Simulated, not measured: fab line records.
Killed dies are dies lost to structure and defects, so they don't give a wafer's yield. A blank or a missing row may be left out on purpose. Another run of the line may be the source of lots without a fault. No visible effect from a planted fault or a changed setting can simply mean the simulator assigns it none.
Chamber matching / flow sky130 / SKY_FIELD_ISO_ETCH_17 on rie-si-01: 4 sister chambers
The step etches Si in HBr/Cl2/O2, target depth 342 nm, time 97.7 s. 48 wafers are shown with their chamber, then 12 later ones without.

## WAFERS PAIRED WITH THEIR CHAMBERS
wafer=L074.1; chamber=1; drypump-motor-current-A (A)=5.5; oes-product-au (a.u.)=1.012; throttle-valve-pct (%)=25.637
wafer=L074.2; chamber=3; drypump-motor-current-A (A)=6.1; oes-product-au (a.u.)=1.003; throttle-valve-pct (%)=25.653
wafer=L074.3; chamber=0; drypump-motor-current-A (A)=6.5; oes-product-au (a.u.)=0.996; throttle-valve-pct (%)=25.652
wafer=L075.2; chamber=0; drypump-motor-current-A (A)=6.5; oes-product-au (a.u.)=0.999; throttle-valve-pct (%)=25.656
wafer=L075.4; chamber=2; drypump-motor-current-A (A)=5.5; oes-product-au (a.u.)=1.003; throttle-valve-pct (%)=25.627
wafer=L075.5; chamber=1; drypump-motor-current-A (A)=5.5; oes-product-au (a.u.)=1.015; throttle-valve-pct (%)=25.654
wafer=L076.2; chamber=2; drypump-motor-current-A (A)=5.5; oes-product-au (a.u.)=1.004; throttle-valve-pct (%)=25.664
wafer=L076.3; chamber=0; drypump-motor-current-A (A)=6.5; oes-product-au (a.u.)=1.000; throttle-valve-pct (%)=25.663
wafer=L076.6; chamber=2; drypump-motor-current-A (A)=5.5; oes-product-au (a.u.)=1.019; throttle-valve-pct (%)=25.649
wafer=L077.1; chamber=0; drypump-motor-current-A (A)=6.6; oes-product-au (a.u.)=0.997; throttle-valve-pct (%)=25.656
wafer=L077.3; chamber=3; drypump-motor-current-A (A)=6.1; oes-product-au (a.u.)=0.999; throttle-valve-pct (%)=25.658
wafer=L077.4; chamber=2; drypump-motor-current-A (A)=5.5; oes-product-au (a.u.)=0.999; throttle-valve-pct (%)=25.655
wafer=L078.3; chamber=2; drypump-motor-current-A (A)=5.5; oes-product-au (a.u.)=0.994; throttle-valve-pct (%)=25.647
wafer=L078.5; chamber=1; drypump-motor-current-A (A)=5.5; oes-product-au (a.u.)=0.996; throttle-valve-pct (%)=25.655
wafer=L078.6; chamber=0; drypump-motor-current-A (A)=6.6; oes-product-au (a.u.)=1.001; throttle-valve-pct (%)=25.662
wafer=L079.1; chamber=1; drypump-motor-current-A (A)=5.5; oes-product-au (a.u.)=1.006; throttle-valve-pct (%)=25.653
wafer=L079.3; chamber=3; drypump-motor-current-A (A)=6.1; oes-product-au (a.u.)=0.996; throttle-valve-pct (%)=25.661
wafer=L079.4; chamber=2; drypump-motor-current-A (A)=5.5; oes-product-au (a.u.)=0.999; throttle-valve-pct (%)=25.656
wafer=L080.3; chamber=1; drypump-motor-current-A (A)=5.5; oes-product-au (a.u.)=1.010; throttle-valve-pct (%)=25.664
wafer=L080.4; chamber=2; drypump-motor-current-A (A)=5.5; oes-product-au (a.u.)=0.995; throttle-valve-pct (%)=25.652
wafer=L080.5; chamber=0; drypump-motor-current-A (A)=6.6; oes-product-au (a.u.)=0.998; throttle-valve-pct (%)=25.666
wafer=L081.1; chamber=3; drypump-motor-current-A (A)=6.1; oes-product-au (a.u.)=0.999; throttle-valve-pct (%)=25.655
wafer=L081.2; chamber=0; drypump-motor-current-A (A)=6.6; oes-product-au (a.u.)=0.998; throttle-valve-pct (%)=25.667
wafer=L081.4; chamber=2; drypump-motor-current-A (A)=5.5; oes-product-au (a.u.)=0.979; throttle-valve-pct (%)=25.658
wafer=L082.2; chamber=1; drypump-motor-current-A (A)=5.5; oes-product-au (a.u.)=1.006; throttle-valve-pct (%)=25.634
wafer=L082.3; chamber=0; drypump-motor-current-A (A)=6.6; oes-product-au (a.u.)=0.989; throttle-valve-pct (%)=25.672
wafer=L082.4; chamber=3; drypump-motor-current-A (A)=6.1; oes-product-au (a.u.)=0.994; throttle-valve-pct (%)=25.649
wafer=L083.1; chamber=0; drypump-motor-current-A (A)=6.5; oes-product-au (a.u.)=1.000; throttle-valve-pct (%)=25.664
wafer=L083.2; chamber=2; drypump-motor-current-A (A)=5.5; oes-product-au (a.u.)=0.992; throttle-valve-pct (%)=25.667
wafer=L083.5; chamber=2; drypump-motor-current-A (A)=5.5; oes-product-au (a.u.)=0.992; throttle-valve-pct (%)=25.653
wafer=L084.2; chamber=1; drypump-motor-current-A (A)=5.4; oes-product-au (a.u.)=1.012; throttle-valve-pct (%)=25.655
wafer=L084.3; chamber=3; drypump-motor-current-A (A)=6.1; oes-product-au (a.u.)=1.003; throttle-valve-pct (%)=25.641
wafer=L084.5; chamber=2; drypump-motor-current-A (A)=5.5; oes-product-au (a.u.)=1.000; throttle-valve-pct (%)=25.674
wafer=L085.2; chamber=0; drypump-motor-current-A (A)=6.6; oes-product-au (a.u.)=0.996; throttle-valve-pct (%)=25.658
wafer=L085.5; chamber=3; drypump-motor-current-A (A)=6.1; oes-product-au (a.u.)=1.004; throttle-valve-pct (%)=25.661
wafer=L085.6; chamber=0; drypump-motor-current-A (A)=6.6; oes-product-au (a.u.)=1.004; throttle-valve-pct (%)=25.643
wafer=L086.2; chamber=2; drypump-motor-current-A (A)=5.5; oes-product-au (a.u.)=0.997; throttle-valve-pct (%)=25.646
wafer=L086.4; chamber=0; drypump-motor-current-A (A)=6.5; oes-product-au (a.u.)=0.998; throttle-valve-pct (%)=25.662
wafer=L086.5; chamber=3; drypump-motor-current-A (A)=6.1; oes-product-au (a.u.)=0.993; throttle-valve-pct (%)=25.683
wafer=L087.3; chamber=1; drypump-motor-current-A (A)=5.6; oes-product-au (a.u.)=1.008; throttle-valve-pct (%)=25.657
wafer=L087.4; chamber=0; drypump-motor-current-A (A)=6.6; oes-product-au (a.u.)=1.012; throttle-valve-pct (%)=25.647
wafer=L087.6; chamber=2; drypump-motor-current-A (A)=5.5; oes-product-au (a.u.)=0.998; throttle-valve-pct (%)=25.662
wafer=L088.1; chamber=2; drypump-motor-current-A (A)=5.5; oes-product-au (a.u.)=1.003; throttle-valve-pct (%)=25.657
wafer=L088.3; chamber=1; drypump-motor-current-A (A)=5.5; oes-product-au (a.u.)=1.006; throttle-valve-pct (%)=25.640
wafer=L088.6; chamber=1; drypump-motor-current-A (A)=5.5; oes-product-au (a.u.)=1.014; throttle-valve-pct (%)=25.644
wafer=L089.2; chamber=2; drypump-motor-current-A (A)=5.5; oes-product-au (a.u.)=0.991; throttle-valve-pct (%)=25.672
wafer=L089.4; chamber=0; drypump-motor-current-A (A)=6.6; oes-product-au (a.u.)=0.999; throttle-valve-pct (%)=25.664
wafer=L089.5; chamber=3; drypump-motor-current-A (A)=6.1; oes-product-au (a.u.)=1.003; throttle-valve-pct (%)=25.647

SIGNATURES (averages over the wafers above)
reading=drypump-motor-current-A; chamber 0=6.564; chamber 1=5.500; chamber 2=5.500; chamber 3=6.100; scatter within a chamber=0.0344
reading=oes-product-au; chamber 0=0.99907; chamber 1=1.00850; chamber 2=0.99767; chamber 3=0.99933; scatter within a chamber=0.00636
reading=throttle-valve-pct; chamber 0=25.65943; chamber 1=25.64930; chamber 2=25.65593; chamber 3=25.65644; scatter within a chamber=0.0104
Rule: distance of a wafer from a chamber = root of the sum over the readings of ((wafer's reading minus chamber's mean) / reading's scatter) squared. The wafer belongs to the nearest chamber; if the next one is less than 2 further off, it can't be placed. How the scatter is found: for the shown wafers, subtract from each reading the mean of its chamber, square and add these, divide the total by (wafers less chambers), then take the root.

## WAFERS WITH NO CHAMBER GIVEN
wafer=L091.1; drypump-motor-current-A (A)=6.1; oes-product-au (a.u.)=1.004; throttle-valve-pct (%)=25.659
wafer=L091.2; drypump-motor-current-A (A)=5.5; oes-product-au (a.u.)=0.995; throttle-valve-pct (%)=25.641
wafer=L091.4; drypump-motor-current-A (A)=6.5; oes-product-au (a.u.)=0.999; throttle-valve-pct (%)=25.671
wafer=L093.1; drypump-motor-current-A (A)=6.6; oes-product-au (a.u.)=0.992; throttle-valve-pct (%)=25.651
wafer=L093.2; drypump-motor-current-A (A)=6.1; oes-product-au (a.u.)=1.007; throttle-valve-pct (%)=25.652
wafer=L093.3; drypump-motor-current-A (A)=5.5; oes-product-au (a.u.)=1.009; throttle-valve-pct (%)=25.663
wafer=L094.3; drypump-motor-current-A (A)=6.1; oes-product-au (a.u.)=0.997; throttle-valve-pct (%)=25.676
wafer=L094.4; drypump-motor-current-A (A)=5.4; oes-product-au (a.u.)=1.010; throttle-valve-pct (%)=25.638
wafer=L094.5; drypump-motor-current-A (A)=6.6; oes-product-au (a.u.)=0.994; throttle-valve-pct (%)=25.647
wafer=L096.1; drypump-motor-current-A (A)=6.5; oes-product-au (a.u.)=0.999; throttle-valve-pct (%)=25.660
wafer=L096.2; drypump-motor-current-A (A)=5.5; oes-product-au (a.u.)=1.001; throttle-valve-pct (%)=25.660
wafer=L096.3; drypump-motor-current-A (A)=5.5; oes-product-au (a.u.)=0.992; throttle-valve-pct (%)=25.658

## CHAMBER TAKEN BY EACH
wafer=L091.1; from the rows above=3; in truth=3
wafer=L091.2; from the rows above=can't be placed: 2 or 1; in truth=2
wafer=L091.4; from the rows above=0; in truth=0
wafer=L093.1; from the rows above=0; in truth=0
wafer=L093.2; from the rows above=3; in truth=3
wafer=L093.3; from the rows above=can't be placed: 1 or 2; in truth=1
wafer=L094.3; from the rows above=3; in truth=3
wafer=L094.4; from the rows above=can't be placed: 1 or 2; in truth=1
wafer=L094.5; from the rows above=0; in truth=0
wafer=L096.1; from the rows above=0; in truth=0
wafer=L096.2; from the rows above=can't be placed: 2 or 1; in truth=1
wafer=L096.3; from the rows above=can't be placed: 2 or 1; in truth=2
Correctly placed: 7 of 12. Can't be placed from these rows: 5 (the true chamber is among the candidates in 5). 0 placed wrongly.
